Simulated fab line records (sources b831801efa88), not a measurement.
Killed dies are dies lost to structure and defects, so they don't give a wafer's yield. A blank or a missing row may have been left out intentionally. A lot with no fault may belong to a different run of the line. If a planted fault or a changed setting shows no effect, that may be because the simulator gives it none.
A lot that was struck, set against a sound lot :: flow sky130 :: 14 out of 708 route steps
Sound: these wafers, L301.1, L301.5, L301.6. The struck wafers were L319.3, L319.4, L319.5. The cause comes at the end.
Order at every step that has rows: each side's tool, ch and its chambers, its first start. Under that, the readings that differ: sound wafers :: struck wafers :: difference of the means :: sigmas: that difference in standard deviations of wafers without a fault.
alike: readings with means less than 2 such deviations apart, plus words and numbers identical on both sides. not compared: withheld readings, readings lacking a value on some wafer, bounds such as >300 that could conceal the same value, and numbers that have no deviation in the record and whose values overlap.
Wherever a step has rows on one side only, a row that says differs or no value, or a row with sigmas, the two part there. When numbers do not overlap yet have no deviation, they are printed without sigmas and do not part them. A reading missing from all wafers of one side parts the sides only when that side holds two or more wafers.

first, 3 steps without rows for these wafers: SKY_VT_ADJUST_NCORE_EXPOSE_04 (exposes mask LVTN COMPLEMENT THIN, target cd 380 nm); SKY_VT_ADJUST_NCORE_PEB_05; SKY_VT_ADJUST_NCORE_DEVELOP_06 (develop time 60 s).
SKY_VT_ADJUST_NCORE_CD_MEAS_07: the cd target is 380 nm.
  sound on cdSem-01 at day 9 06:16; struck on cdSem-02 at day 14 16:47
reading: cdNm (nm)
sound: 375.5 376.6 376.5
struck: 386.2 387.0 386.6
difference: +10.4
sigmas: +4
SKY_VT_ADJUST_NCORE_OVL_MEAS_08:
  sound on overlay-01 at day 9 06:23; struck on overlay-02 at day 14 16:53
  alike: VT_ADJUST_NCORE_OVL
following that, these wafers have no rows for 1 step: SKY_VT_ADJUST_NCORE_IMPLANT_09.
SKY_VT_ADJUST_NCORE_STRIP_10: strips in O2/N2.
  sound on plasmaAsher-02 ch 0,1, day 9 06:34; struck on plasmaAsher-03 ch 0,1, day 14 17:05
  alike: drypumpMotorCurrentA, oesProductAu, stripTimeToEndpointS
  not compared: rfHoursCounterH
SKY_VT_ADJUST_NCORE_TW_MEAS_11:
  sound on filmMetro-02 at day 9 06:40; struck on filmMetro-04 at day 14 17:11
reading: VT_ADJUST_NCORE_TW
sound: 216.8 217.4 217.5
struck: 218.6 220.5 220.4
difference: +2.6
sigmas: +2
then, 4 steps without rows for these wafers: SKY_VT_ADJUST_HVTR_DEHYDRATE_00 (time 60 s); SKY_VT_ADJUST_HVTR_HMDS_01 (prime time 60 s); SKY_VT_ADJUST_HVTR_COAT_02 (resist thk 1140 nm); SKY_VT_ADJUST_HVTR_SOFTBAKE_03 (time 60 s).
SKY_VT_ADJUST_HVTR_EXPOSE_04: exposes mask HVTRM, target cd 380 nm.
  struck on ilineStepper-02, day 15 07:07; sound on ilineStepper-01 ch 0, day 9 16:43
  no value came back on the struck wafers for exposureDoseMJCm2, focusOffsetNm (nm); on the sound wafers exposureDoseMJCm2 reads 150.00 150.13 150.15
  alike: mask
following that, these wafers have no rows for 1 step: SKY_VT_ADJUST_HVTR_PEB_05.

WHERE THEY PART
At SKY_VT_ADJUST_NCORE_CD_MEAS_07 first; at SKY_VT_ADJUST_HVTR_EXPOSE_04 last (within this record only).

WHY: the cause the simulator had injected
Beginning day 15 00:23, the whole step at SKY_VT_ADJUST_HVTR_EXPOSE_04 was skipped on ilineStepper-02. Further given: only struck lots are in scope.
